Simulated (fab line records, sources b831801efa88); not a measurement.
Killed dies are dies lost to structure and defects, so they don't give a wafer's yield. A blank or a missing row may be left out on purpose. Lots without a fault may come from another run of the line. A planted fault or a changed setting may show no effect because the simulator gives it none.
A struck lot beside a sound one | flow gf180mcu | 32 steps out of a route of 602
Sound: wafers L282.3, L282.5, L282.6. Struck: wafers L294.2, L294.4, L294.6. The cause comes at the end.
At each step with rows: each side's tool, then ch and its chambers, then its first start. Under that, the readings that differ: sound wafers | struck wafers | difference of the means | sigmas: that difference in standard deviations of wafers without a fault.
alike: readings whose means differ by less than 2 such deviations, and words and numbers that are the same on both sides. not compared: withheld readings, readings that some wafer has no value for, bounds like >300 that may hide the same value, and numbers for which the record gives no deviation and whose values overlap.
The two part at a step that has a row with sigmas, a row that says differs or no value, or rows on one side only. Numbers that don't overlap but have no deviation are shown without sigmas and don't part them. A reading that every wafer of one side lacks parts them only if that side has two wafers or more.

GF_HV_LDD_THK_MEAS_57:
  sound on film_metro-03, day 12 17:49; struck on film_metro-02, day 16 18:34
  reading                | sound          | struck         | difference | sigmas
  HV_LDD_CVD_56_THK (nm) | 89.0 88.6 88.5 | 91.1 90.5 91.0 | +2.2       | +2
GF_HV_LDD_ETCHBACK_58: etches Si3N4 in CH3F/O2, stops on SiO2, time 100 s, target depth 90 nm.
  sound on rie_diel-01 ch 1,3, day 12 17:52; struck on rie_diel-02 ch 1,2, day 16 18:37
  reading               | sound             | struck            | difference | sigmas
  oes_product_au (a.u.) | 0.834 0.830 0.832 | 0.842 0.848 0.852 | +0.015     | +2
  alike: bias_w, drypump_motor_current_A, rf_fwd_power_W, throttle_valve_pct
  not compared: rf_hours_counter_h
then, 7 steps without rows for these wafers: GF_NSD_DEHYDRATE_00 (time 60 s); GF_NSD_HMDS_01 (prime time 60 s); GF_NSD_COAT_02 (resist thk 1000 nm); GF_NSD_SOFTBAKE_03 (time 60 s); GF_NSD_EXPOSE_04 (exposes mask Nplus, target cd 400 nm); GF_NSD_PEB_05; GF_NSD_DEVELOP_06 (develop time 60 s).
GF_NSD_CD_MEAS_07: target cd 400 nm.
  sound on cd_sem-01, day 13 13:50; struck on cd_sem-02, day 17 16:51
  alike: cd_nm
GF_NSD_OVL_MEAS_08:
  sound on overlay-02, day 13 13:56; struck on overlay-02, day 17 16:58
  alike: NSD_OVL
then, 1 step without rows for these wafers: GF_NSD_IMPLANT_09.
GF_NSD_IMPLANT_10:
  sound on implanter-03 ch 0, day 13 14:10; struck on implanter-03 ch 0, day 17 17:10
  reading            | sound             | struck            | difference | sigmas
  tilt_deg (degrees) | 6.984 7.015 7.057 | 9.424 9.413 9.444 | +2.408     | +99 or more
GF_NSD_STRIP_11: strips in O2/N2.
  sound on plasma_asher-02 ch 0,1, day 13 14:17; struck on plasma_asher-02 ch 0,1, day 17 17:17
  alike: drypump_motor_current_A, heater_power_w, oes_product_au, strip_time_to_endpoint_s
  not compared: rf_hours_counter_h
GF_NSD_TW_MEAS_12:
  sound on film_metro-02, day 13 14:23; struck on film_metro-02, day 17 17:24
  alike: NSD_TW
then, 7 steps without rows for these wafers: GF_PSD_DEHYDRATE_00 (time 60 s); GF_PSD_HMDS_01 (prime time 60 s); GF_PSD_COAT_02 (resist thk 1000 nm); GF_PSD_SOFTBAKE_03 (time 60 s); GF_PSD_EXPOSE_04 (exposes mask Pplus, target cd 400 nm); GF_PSD_PEB_05; GF_PSD_DEVELOP_06 (develop time 60 s).
GF_PSD_CD_MEAS_07: target cd 400 nm.
  sound on cd_sem-01, day 14 10:17; struck on cd_sem-02, day 18 16:43
  alike: cd_nm
GF_PSD_OVL_MEAS_08:
  sound on overlay-02, day 14 10:23; struck on overlay-01, day 18 16:50
  alike: PSD_OVL
then, 1 step without rows for these wafers: GF_PSD_IMPLANT_09.
GF_PSD_STRIP_10: strips in O2/N2.
  sound on plasma_asher-01 ch 0,1, day 14 10:35; struck on plasma_asher-03 ch 0,1, day 18 17:01
  alike: drypump_motor_current_A, heater_power_w, oes_product_au, strip_time_to_endpoint_s
  not compared: rf_hours_counter_h
GF_PSD_TW_MEAS_11:
  sound on film_metro-02, day 14 10:41; struck on film_metro-02, day 18 17:07
  alike: PSD_TW
then, 1 step without rows for these wafers: GF_PSD_CLEAN_12 (cleans in SC1/SC2, time 150 s).
GF_PSD_RTA_13: time 20 s.
  sound on rtp_anneal-01 ch 0, day 14 10:48; struck on rtp_anneal-02 ch 0, day 18 17:14
  alike: lamp_power_pct, wafer_temp_C_max
GF_PSD_RS_MEAS_14: measures by four-point-probe.
  sound on film_metro-02, day 14 10:54; struck on film_metro-03, day 18 17:24
  reading         | sound             | struck            | difference | sigmas
  NSD_RS (ohm/sq) | 46.01 46.00 45.96 | 46.33 46.50 46.41 | +0.42      | +5
GF_PSD_RS_MEAS_15: measures by four-point-probe.
  sound on film_metro-02, day 14 11:01; struck on film_metro-03, day 18 17:31
  alike: PSD_RS
GF_PASSIVATION_PROBE_99:
  the record has rows for the sound wafers here (prober-02, day 29 05:26) and none for the struck ones

WHERE THEY PART
First at GF_HV_LDD_THK_MEAS_57; last, within this record, at GF_PASSIVATION_PROBE_99.

WHY: what the simulator had put in
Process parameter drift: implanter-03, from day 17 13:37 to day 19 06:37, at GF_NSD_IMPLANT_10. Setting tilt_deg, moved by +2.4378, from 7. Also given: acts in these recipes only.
